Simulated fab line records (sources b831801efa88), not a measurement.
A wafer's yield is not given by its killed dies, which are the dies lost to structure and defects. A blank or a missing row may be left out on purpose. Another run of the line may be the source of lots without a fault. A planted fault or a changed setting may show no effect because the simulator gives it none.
Matching of chambers :: flow sfq_line :: 4 sister chambers for SFQ_TRILAYER_I1_CMP_CMP_046 on cmp-01
The step polishes SiO2. 4 wafers are shown with their chamber, then 6 later ones without.

== WAFERS WITH THEIR CHAMBER ==
wafer: L476.4
chamber: 3
motor_current_A (A): 11.6

wafer: L493.1
chamber: 1
motor_current_A (A): 8.7

wafer: L493.2
chamber: 0
motor_current_A (A): 11.1

wafer: L493.5
chamber: 2
motor_current_A (A): 9.9

== WAFERS WHOSE CHAMBER IS MISSING ==
wafer: L495.4
motor_current_A (A): 10.1

wafer: L495.1
motor_current_A (A): 10.7

wafer: L495.2
motor_current_A (A): 8.3

wafer: L496.1
motor_current_A (A): 10.5

wafer: L496.2
motor_current_A (A): 11.7

wafer: L496.5
motor_current_A (A): 10.6

== EACH ONE'S CHAMBER ==
wafer: L495.4
from the rows above: can't be placed: 2 or 0
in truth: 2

wafer: L495.1
from the rows above: can't be placed: 0 or 2 or 3
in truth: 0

wafer: L495.2
from the rows above: 1
in truth: 1

wafer: L496.1
from the rows above: can't be placed: 0 or 2 or 3
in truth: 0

wafer: L496.2
from the rows above: can't be placed: 3 or 0
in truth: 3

wafer: L496.5
from the rows above: can't be placed: 0 or 2 or 3
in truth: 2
Correctly placed: 1 of 6. Unplaceable from these rows: 5, with the true chamber sitting among the candidates in 5. Placed wrongly: 0.
How it was worked out, from the rows above alone: a wafer's distance from a chamber is the root of the sum, over the readings, of the square of ((its reading less the chamber's mean) divided by the reading's scatter). The wafer belongs to the nearest chamber; if the next one is less than 2 further off, it can't be placed. The mean given for a chamber averages the wafers shown for that chamber. The scatter: root of mean squared gap, hidden wafer to nearest shown wafer, with one shown wafer a chamber.
